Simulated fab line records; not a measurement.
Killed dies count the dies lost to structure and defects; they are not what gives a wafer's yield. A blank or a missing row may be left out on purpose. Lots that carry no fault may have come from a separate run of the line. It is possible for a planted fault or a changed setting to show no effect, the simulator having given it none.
fab line records	flow sky130
record lots=13	wafers=39	last_day=50
route steps=708 shown LDD_LDN@296 SD_N@352 LI_CONTACT@375 PAD_OPEN@708
lots with no fault: from the same line, run without faults
start_h: hours from the record's opening day to when the first of the lot's shown wafers began	wait_h: how many hours have passed since the lot's step before this one	" repeats the value in the row above	L1.1+2: a row that stands for several wafers	- no value, or no start was given	* or withheld: withheld	< > ~ a bound
route shown NAME@n: a module of which the file shows steps, and the number in the route of the first	usual: average and standard deviation across the fault-free wafers	same: alike in all rows	chamber/n: place in a boat	sites: each site's reading	_std_site: the standard deviation of these	_edge_site: outer sites' mean less inner sites'	radius_mm: how far each site lies from the wafer's centre	mask NAME#n: copy n	behind: tool/chamber where the wafer was last shaped	hold: why the lot was held/for how many hours/how that ended	device: transistor that didn't switch, given as n, p or np	end of line: the tests these same wafers got at the end of their route	step lacking rows: just its recipe	killed: the dies lost at the first sort to structure and to defects; this is not the yield of the wafer	map: dies across one wafer; x = killed, . = not, _ = none there
set.NAME: the setting the step ran with; set.NAME@STEP: the setting that earlier step ran with	model.NAME: the simulator's own value behind a step, which no gauge read
a sample of lots followed through the steps of the route, with each step as a table and each wafer as a row
services: a tool's chamber out of use, with start hour (start_h, from the record's first day; less than 0 if before it), hours out, and reason
## steps
# step SKY_LDD_LDN_OVL_MEAS_07
# usual LDD_LDN_OVL=0.5/1.5
lot.wafer	tool	chamber	start_h	wait_h	LDD_LDN_OVL[nm]
L293.2	overlay-01	-	527.98	0.1	-1.0
L293.3	"	-	"	"	-1.0
L293.4	"	-	"	"	0.3
L296.1	overlay-02	-	541.05	0.1	0.7
L296.4	"	-	"	"	2.6
L296.6	"	-	"	"	0.8
L294.1	overlay-02	-	541.67	0.1	-1.6
L294.5	"	-	"	"	-2.3
L294.6	"	-	"	"	-0.7
L297.2	overlay-01	-	554.36	0.1	-0.1
L297.3	"	-	"	"	0.4
L297.6	"	-	"	"	0.1
L298.1	overlay-01	-	555.92	0.1	-0.3
L298.2	"	-	"	"	-0.4
L298.3	"	-	"	"	1.3
L300.2	overlay-01	-	591.66	0.1	-1.8
L300.3	"	-	"	"	1.9
L300.4	"	-	"	"	-2.0
L307.1	overlay-01	-	647.95	0.1	1.7
L307.3	"	-	"	"	0.4
L307.5	"	-	"	"	2.0
L308.2	overlay-02	-	654.57	0.1	2.5
L308.4	"	-	"	"	1.3
L308.5	"	-	"	"	0.0
L309.1	overlay-01	-	666.37	0.1	-0.2
L309.2	"	-	"	"	0.6
L309.6	"	-	"	"	-0.2
L310.2	overlay-01	-	666.97	0.1	0.1
L310.3	"	-	"	"	0.2
L310.6	"	-	"	"	1.0
L311.1	overlay-02	-	670.95	0.1	-1.2
L311.3	"	-	"	"	0.1
L311.5	"	-	"	"	1.1
L312.1	overlay-02	-	681.00	0.1	2.3
L312.3	"	-	"	"	2.6
L312.6	"	-	"	"	0.5
L314.3	overlay-01	-	699.46	0.1	-1.1
L314.4	"	-	"	"	0.8
L314.6	"	-	"	"	-1.2
# step SKY_SD_N_IMPLANT_10
# recipe species=P	energy_kev=20	dose_cm2=1e+14	tilt_deg=0
# usual dose_ions_cm2=1.0004e+14/1.2e+11	faraday_current_uA=508/35
lot.wafer	tool	chamber	start_h	wait_h	dose_ions_cm2	faraday_current_uA
L293.2	implanter-03	0	649.18	0.1	1.0006e+14	471
L293.3	"	0	"	"	1.0015e+14	466
L293.4	"	0	"	"	1.002e+14	476
L296.1	implanter-03	0	660.62	0.1	9.991e+13	480
L296.4	"	0	"	"	9.999e+13	479
L296.6	"	0	"	"	1.0002e+14	468
L294.1	implanter-03	0	662.01	0.1	1.0031e+14	479
L294.5	"	0	"	"	1.0014e+14	474
L294.6	"	0	"	"	1.0007e+14	479
L297.2	implanter-01	0	671.73	0.1	1.0005e+14	499
L297.3	"	0	"	"	1.0016e+14	506
L297.6	"	0	"	"	1.0012e+14	508
L298.1	implanter-03	0	675.36	0.1	9.995e+13	464
L298.2	"	0	"	"	1.0003e+14	474
L298.3	"	0	"	"	9.996e+13	469
L300.2	implanter-02	0	707.03	0.1	1.0005e+14	563
L300.3	"	0	"	"	1.0012e+14	575
L300.4	"	0	"	"	1.0008e+14	577
L307.1	implanter-01	0	756.47	0.1	1.0018e+14	519
L307.3	"	0	"	"	1.0003e+14	499
L307.5	"	0	"	"	1.0007e+14	522
L308.2	implanter-01	0	762.60	0.1	1.002e+13	56
L308.4	"	0	"	"	9.97e+12	55
L308.5	"	0	"	"	9.93e+12	56
L309.1	implanter-02	0	774.26	0.1	1.0023e+14	579
L309.2	"	0	"	"	1.0004e+14	548
L309.6	"	0	"	"	1.0009e+14	574
L310.2	implanter-01	0	777.39	0.1	9.95e+12	58
L310.3	"	0	"	"	9.75e+12	57
L310.6	"	0	"	"	9.91e+12	57
L311.1	implanter-03	0	780.13	0.1	1.0011e+14	475
L311.3	"	0	"	"	1.0017e+14	449
L311.5	"	0	"	"	9.995e+13	492
L312.1	implanter-03	0	789.26	0.1	1.0009e+14	483
L312.3	"	0	"	"	1.0032e+14	479
L312.6	"	0	"	"	1.0015e+14	467
L314.3	implanter-03	0	806.86	0.1	1.0007e+14	478
L314.4	"	0	"	"	1.0011e+14	458
L314.6	"	0	"	"	1.0035e+14	471
# step SKY_SD_N_RS_MEAS_16
# recipe thk_meas_gauge=four-point-probe
# usual SD_N_RS=68.52/0.17
lot.wafer	tool	chamber	start_h	wait_h	SD_N_RS[ohm/sq]
L293.2	film_metro-04	-	649.71	0.1	68.40
L293.3	"	-	"	"	68.58
L293.4	"	-	"	"	68.53
L296.1	film_metro-03	-	661.16	0.1	68.62
L296.4	"	-	"	"	68.54
L296.6	"	-	"	"	68.58
L294.1	film_metro-04	-	662.54	0.1	68.66
L294.5	"	-	"	"	68.68
L294.6	"	-	"	"	68.64
L297.2	film_metro-02	-	672.31	0.1	68.43
L297.3	"	-	"	"	68.56
L297.6	"	-	"	"	68.53
L298.1	film_metro-04	-	675.90	0.1	68.69
L298.2	"	-	"	"	68.53
L298.3	"	-	"	"	68.58
L300.2	film_metro-02	-	707.56	0.1	68.24
L300.3	"	-	"	"	68.25
L300.4	"	-	"	"	68.23
L307.1	film_metro-03	-	757.01	0.1	68.58
L307.3	"	-	"	"	68.49
L307.5	"	-	"	"	68.72
L308.2	film_metro-02	-	763.13	0.1	70.41
L308.4	"	-	"	"	70.21
L308.5	"	-	"	"	70.30
L309.1	film_metro-02	-	774.79	0.1	68.30
L309.2	"	-	"	"	68.40
L309.6	"	-	"	"	68.29
L310.2	film_metro-02	-	777.91	0.1	70.43
L310.3	"	-	"	"	70.33
L310.6	"	-	"	"	70.27
L311.1	film_metro-04	-	780.66	0.1	68.61
L311.3	"	-	"	"	68.70
L311.5	"	-	"	"	68.86
L312.1	film_metro-04	-	789.79	0.1	68.53
L312.3	"	-	"	"	68.60
L312.6	"	-	"	"	68.59
L314.3	film_metro-02	-	807.38	0.1	68.45
L314.4	"	-	"	"	68.07
L314.6	"	-	"	"	68.37
# step SKY_LI_CONTACT_OVL_MEAS_13
# usual LI_CONTACT_OVL=-1/4.9
lot.wafer	tool	chamber	start_h	wait_h	LI_CONTACT_OVL[nm]
L293.2	overlay-02	-	677.83	0.1	8
L293.3	"	-	"	"	2
L293.4	"	-	"	"	8
L296.1	overlay-01	-	689.36	0.1	-1
L296.4	"	-	"	"	-2
L296.6	"	-	"	"	0
L294.1	overlay-02	-	689.89	0.1	4
L294.5	"	-	"	"	4
L294.6	"	-	"	"	-3
L297.2	overlay-01	-	699.63	0.1	13
L297.3	"	-	"	"	-4
L297.6	"	-	"	"	6
L298.1	overlay-01	-	702.89	0.1	-1
L298.2	"	-	"	"	-2
L298.3	"	-	"	"	-3
L300.2	overlay-01	-	734.52	0.1	-2
L300.3	"	-	"	"	-5
L300.4	"	-	"	"	-5
L307.1	overlay-02	-	784.61	0.1	-7
L307.3	"	-	"	"	-2
L307.5	"	-	"	"	-1
L308.2	overlay-01	-	790.35	0.1	-9
L308.4	"	-	"	"	-3
L308.5	"	-	"	"	5
L309.1	overlay-02	-	802.36	0.1	-6
L309.2	"	-	"	"	-2
L309.6	"	-	"	"	3
L310.2	overlay-01	-	805.68	0.1	-8
L310.3	"	-	"	"	4
L310.6	"	-	"	"	0
L311.1	overlay-01	-	807.66	0.1	-3
L311.3	"	-	"	"	-5
L311.5	"	-	"	"	2
L312.1	overlay-01	-	817.46	0.1	-6
L312.3	"	-	"	"	-8
L312.6	"	-	"	"	-13
L314.3	overlay-01	-	835.32	0.1	4
L314.4	"	-	"	"	-1
L314.6	"	-	"	"	-3
# step SKY_LI_CONTACT_SPUTTER_20
# recipe material=TiN	target_thk_nm=20	chamber_pressure_pa=5	power_w=4000	time_s=80
# usual throttle_valve_pct=29.8/0.78
lot.wafer	tool	chamber	start_h	wait_h	throttle_valve_pct
L293.2	pvd_sputter-04	-	678.36	0.0	28.9
L293.3	"	-	"	"	30.4
L293.4	"	-	"	"	29.4
L296.1	pvd_sputter-02	-	689.90	0.0	30.7
L296.4	"	-	"	"	31.3
L296.6	"	-	"	"	29.9
L294.1	pvd_sputter-04	-	690.49	0.0	29.0
L294.5	"	-	"	"	29.0
L294.6	"	-	"	"	30.4
L297.2	pvd_sputter-02	-	700.16	0.0	31.4
L297.3	"	-	"	"	30.9
L297.6	"	-	"	"	29.8
L298.1	pvd_sputter-02	-	703.42	0.0	31.2
L298.2	"	-	"	"	29.9
L298.3	"	-	"	"	30.3
L300.2	pvd_sputter-04	-	735.06	0.0	30.3
L300.3	"	-	"	"	29.5
L300.4	"	-	"	"	28.9
L307.1	pvd_sputter-04	-	785.15	0.0	30.5
L307.3	"	-	"	"	29.1
L307.5	"	-	"	"	30.0
L308.2	pvd_sputter-04	-	790.91	0.0	28.8
L308.4	"	-	"	"	29.3
L308.5	"	-	"	"	28.8
L309.1	pvd_sputter-04	-	802.90	0.0	29.4
L309.2	"	-	"	"	28.9
L309.6	"	-	"	"	29.0
L310.2	pvd_sputter-02	-	806.21	0.0	30.6
L310.3	"	-	"	"	29.8
L310.6	"	-	"	"	29.9
L311.1	pvd_sputter-04	-	808.20	0.0	29.2
L311.3	"	-	"	"	30.5
L311.5	"	-	"	"	30.3
L312.1	pvd_sputter-01	-	818.03	0.0	29.3
L312.3	"	-	"	"	29.6
L312.6	"	-	"	"	29.2
L314.3	pvd_sputter-04	-	835.85	0.0	28.8
L314.4	"	-	"	"	28.9
L314.6	"	-	"	"	29.7
# step SKY_PAD_OPEN_PROBE_99
# usual killed_at_M0_to_M3=43/7	killed_at_M4_up=3.5/1.9	killed_at_contacts=24/5.3	killed_at_front_end=15/4.4	killed_at_other=0.3/0.69	killed_dies=87/9.7	killed_open=48/7	killed_short=39/6.4
# same gross_dies=492	killed_at_back_side=0
lot.wafer	tool	chamber	start_h	wait_h	killed_at_M0_to_M3	killed_at_M4_up	killed_at_contacts	killed_at_front_end	killed_at_other	killed_dies	killed_open	killed_short
L307.1	prober-02	-	1157.72	0.1	55	1	20	14	0	90	55	35
L307.3	prober-02	-	1157.82	0.2	53	2	27	12	0	94	40	54
L307.5	prober-02	-	1157.92	0.2	41	3	26	29	0	99	57	42
L308.2	prober-02	-	1159.28	0.1	51	2	27	16	0	96	52	44
L308.4	prober-02	-	1159.38	0.2	47	5	25	18	0	95	54	41
L308.5	prober-02	-	1159.43	0.2	40	2	28	20	0	90	44	45
# killed by level:class
L307.1 VIA1:geometric_particle:open=10 VIA2:geometric_particle:open=10 VIA3:geometric_particle:open=9 LI_CONTACT:geometric_particle:open=8 METAL2:geometric_particle:short=6 LI_CONTACT:geometric_particle:short=5 CONTACT:geometric_particle:open=5 FIELD_ISO:geometric_particle:open=4
L307.3 VIA1:geometric_particle:short=10 LI_CONTACT:geometric_particle:open=8 CONTACT:geometric_particle:open=8 VIA3:geometric_particle:short=8 VIA3:geometric_particle:open=6 POLY_GATE:geometric_particle:short=5 LOCAL_INTERCONNECT:geometric_particle:short=5 VIA1:geometric_particle:open=5
L307.5 CONTACT:geometric_particle:open=11 VIA2:geometric_particle:open=10 FIELD_ISO:geometric_particle:open=9 LI_CONTACT:geometric_particle:open=6 VIA3:geometric_particle:open=6 VIA1:geometric_particle:open=6 METAL2:geometric_particle:short=5 VIA3:geometric_particle:short=5
L308.2 VIA1:geometric_particle:open=12 CONTACT:geometric_particle:open=10 VIA2:geometric_particle:open=9 CONTACT:geometric_particle:short=7 METAL1:geometric_particle:short=7 FIELD_ISO:geometric_particle:open=6 LI_CONTACT:geometric_particle:open=5 FIELD_ISO:geometric_particle:short=4
L308.4 VIA2:geometric_particle:open=12 CONTACT:geometric_particle:open=9 VIA1:geometric_particle:open=9 FIELD_ISO:geometric_particle:open=7 METAL1:geometric_particle:short=7 LI_CONTACT:geometric_particle:open=7 METAL2:geometric_particle:short=5 LOCAL_INTERCONNECT:geometric_particle:short=5
L308.5 VIA1:geometric_particle:open=12 CONTACT:geometric_particle:open=7 FIELD_ISO:geometric_particle:short=6 FIELD_ISO:geometric_particle:open=6 LI_CONTACT:geometric_particle:open=6 LOCAL_INTERCONNECT:geometric_particle:short=6 METAL2:geometric_particle:short=6 LI_CONTACT:geometric_particle:short=5
## services
tool	chamber	start_h	hours	kind
pvd_sputter-02	-	639.54	1.8	repair
implanter-01	-	651.55	10.9	repair
pvd_sputter-01	2	707.06	-	consumable_replace:kit
pvd_sputter-01	2	707.06	18.0	scheduled_down
pvd_sputter-01	2	707.06	18.0	vent_cycle
implanter-01	-	709.68	4.5	pm
pvd_sputter-04	1	712.52	-	consumable_replace:kit
pvd_sputter-04	1	712.52	18.0	scheduled_down
pvd_sputter-04	1	712.52	18.0	vent_cycle
implanter-03	-	719.14	3.7	pm
implanter-03	-	739.19	23.6	pm
implanter-02	-	755.70	2.3	repair
pvd_sputter-02	-	777.75	1.7	repair
pvd_sputter-02	3	832.59	-	consumable_replace:kit
pvd_sputter-02	3	832.59	18.0	scheduled_down
pvd_sputter-02	3	832.59	18.0	vent_cycle
## key
first_sign step=SKY_SD_N_IMPLANT_10	reading=dose_ions_cm2	direction=down	sigmas=99+	usual=*	struck=*
effect step=SKY_SD_N_IMPLANT_10	reading=faraday_current_uA	direction=down	sigmas=13	usual=508	struck=56
effect step=SKY_SD_N_RS_MEAS_16	reading=SD_N_RS	direction=up	sigmas=11	usual=68.52	struck=70.33
met_at SKY_SD_N_IMPLANT_10
struck_lots L308,L310
tester_left_out L308,L310
not_acting_at SKY_LDD_LDN_OVL_MEAS_07,SKY_LI_CONTACT_OVL_MEAS_13,SKY_LI_CONTACT_SPUTTER_20
onset_between 756.47 762.60
fault kind=process_parameter_drift	tool=implanter-01	chamber=-	onset_h=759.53	steps=SKY_SD_N_IMPLANT_10	channel=dose_cm2	offset=*	shape=step	end_h=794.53	acts_in=*	stated=*
# tester_left_out: of these lots the tester's yield and bins aren't shown, on N5 and GAA mostly nor the transistor test; their killed dies are dies lost to structure and defects alone, not to doping, threshold or leakage, so they don't give the yield
